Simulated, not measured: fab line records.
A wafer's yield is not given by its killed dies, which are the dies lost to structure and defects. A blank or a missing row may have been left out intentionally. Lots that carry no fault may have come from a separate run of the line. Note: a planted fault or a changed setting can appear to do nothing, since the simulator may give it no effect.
Which tool was responsible? ; flow sky130 ; 39 wafers from 13 lots sampled at 4 of the route's 708 steps

== WHAT THE GAUGES SHOWED, per wafer ==
SKY_CAPM_RS_MEAS_03: uses a four-point probe to measure. Usual: CAPM_TIN_RS 6.89 ohm/sq, standard deviation 0.062.
lot;measured;on;CAPM_TIN_RS (ohm/sq);flag
L772;day 36 21:36;film metro-01;6.85 6.91 6.86;
L773;day 37 16:45;film metro-01;6.98 6.89 6.95;
L775;day 37 18:09;film metro-01;6.90 6.86 6.87;
L777;day 38 08:42;film metro-01;6.81 6.85 6.83;
L779;day 38 20:35;film metro-01;6.88 6.88 6.93;
L781;day 39 16:44;film metro-01;6.95 6.95 6.95;
L782;day 39 20:56;film metro-04;6.86 6.90 6.87;
L783;day 40 06:31;film metro-01;6.94 6.90 6.92;
L784;day 40 09:13;film metro-01;6.97 6.93 6.92;
L786;day 41 03:50;film metro-04;6.94 6.94 6.88;
L787;day 41 07:07;film metro-03;6.98 6.87 6.93;
L791;day 42 06:31;film metro-01;6.99 6.94 6.93;
L794;day 43 01:35;film metro-01;6.86 6.87 6.91;

SKY_VIA4_RS_MEAS_19: uses a four-point probe to measure. Usual: VIA4_W_RS 0.2260 ohm/sq, standard deviation 0.0025.
lot;measured;on;VIA4_W_RS (ohm/sq);flag
L772;day 43 07:53;film metro-03;0.2272 0.2301 0.2239;
L773;day 44 10:17;film metro-02;0.2286 0.2240 0.2242;
L775;day 44 10:00;film metro-03;0.2278 0.2283 0.2290;
L777;day 44 13:54;film metro-02;0.2306 0.2272 0.2213;
L779;day 45 01:31;film metro-03;0.2235 0.2279 0.2274;
L781;day 45 19:25;film metro-03;0.2287 0.2248 0.2251;
L782;day 45 22:36;film metro-01;0.2236 0.2235 0.2237;
L783;day 46 08:07;film metro-02;0.2279 0.2284 0.2278;
L784;day 46 08:52;film metro-01;0.2275 0.2287 0.2261;
L786;day 47 06:12;film metro-02;0.2290 0.2278 0.2273;
L787;day 47 08:08;film metro-03;0.2281 0.2262 0.2253;
L791;day 47 23:32;film metro-01;0.2277 0.2268 0.2238;
L794;day 48 15:18;film metro-03;0.2278 0.2255 0.2232;

== WHICH TOOL RAN EACH LOT (tool, then ch and the chambers of the sampled wafers, then the start) ==
lot;SKY_VIA2_HDPCVD_00;SKY_VIA3_CMP_24
L772;hdpcvd-01 ch 0,1, day 35 16:36;cmp-01 ch 0,1,3, day 40 05:11
L773;hdpcvd-02 ch 0,1,2, day 36 11:46;cmp-01 ch 0,1,2, day 40 22:07
L775;hdpcvd-02 ch 0,1,2, day 36 13:37;cmp-02 ch 1,2, day 41 00:34
L777;hdpcvd-02 ch 1,2, day 37 04:51;cmp-02 ch 0,1,3, day 41 13:14
L779;hdpcvd-02 ch 1,2, day 37 16:59;cmp-01 ch 0,2, day 42 01:08
L781;hdpcvd-02 ch 0,1, day 38 13:29;cmp-02 ch 0,1,2, day 42 20:38
L782;hdpcvd-01 ch 0,1, day 38 17:43;cmp-01 ch 0,2,3, day 43 00:26
L783;hdpcvd-01 ch 1,2, day 39 02:42;cmp-01 ch 0,3, day 43 09:23
L784;hdpcvd-01 ch 1,2, day 39 06:14;cmp-02 ch 0,2,3, day 43 12:14
L786;hdpcvd-01 ch 0,1,2, day 40 00:39;cmp-02 ch 0,2,3, day 44 08:15
L787;hdpcvd-01 ch 0,1, day 40 04:19;cmp-02 ch 1,2, day 44 09:47
L791;hdpcvd-01 ch 0,1,2, day 41 05:17;cmp-01 ch 0,1,2, day 45 07:38
L794;hdpcvd-01 ch 0,1, day 41 23:52;cmp-02 ch 2,3, day 45 22:27
- SKY_VIA2_HDPCVD_00: deposits SiO2, target thk 1180 nm, time 196.7 s.
- SKY_VIA3_CMP_24: polishes, stops on SiO2, t overpolish 20 s, target thk 0 nm.

== WHAT THE TOOLS THEMSELVES READ (means of the sampled wafers that have a number; where no wafer has one, the mark that the record gives instead) ==
SKY_VIA3_CMP_24. Usual: motor current A 11.4 A, standard deviation 0.81; overpolish run s 20.000 s, standard deviation 0.0085; time to endpoint s 94 s, standard deviation 3.9.
lot;tool;motor current A (A);overpolish run s (s);time to endpoint s (s);flag
L772;cmp-01;11.0;20.000;96;
L773;cmp-01;11.3;19.990;93;
L775;cmp-02;11.2;20.001;89;
L777;cmp-02;11.6;20.000;90;
L779;cmp-01;11.3;20.007;91;
L781;cmp-02;11.3;19.996;93;
L782;cmp-01;11.1;20.004;89;
L783;cmp-01;11.4;19.992;97;
L784;cmp-02;12.2;20.000;100;
L786;cmp-02;12.4;19.998;93;
L787;cmp-02;11.3;19.994;100;
L791;cmp-01;11.1;20.000;89;
L794;cmp-02;12.4;20.001;96;

== THE ANSWER, worked out from the rows above alone ==
Rule: a lot is off if the mean of its wafers that have a number lies more than 3 standard deviations from the usual mean. A lot without any number at a reading at which 4 lots or more have one is off too. Where the step has rows for the other lots, those lots are counted as sound. First the gauges in route order, then the tools' own readings, where a lot's mean is used as printed above. At the first step where some lot is off, the reading lying furthest off is the one used; lots without a number count as furthest.
None of the lots is off at any reading shown; this tells nothing.

== WHAT HAD BEEN PUT IN BY THE SIMULATOR ==
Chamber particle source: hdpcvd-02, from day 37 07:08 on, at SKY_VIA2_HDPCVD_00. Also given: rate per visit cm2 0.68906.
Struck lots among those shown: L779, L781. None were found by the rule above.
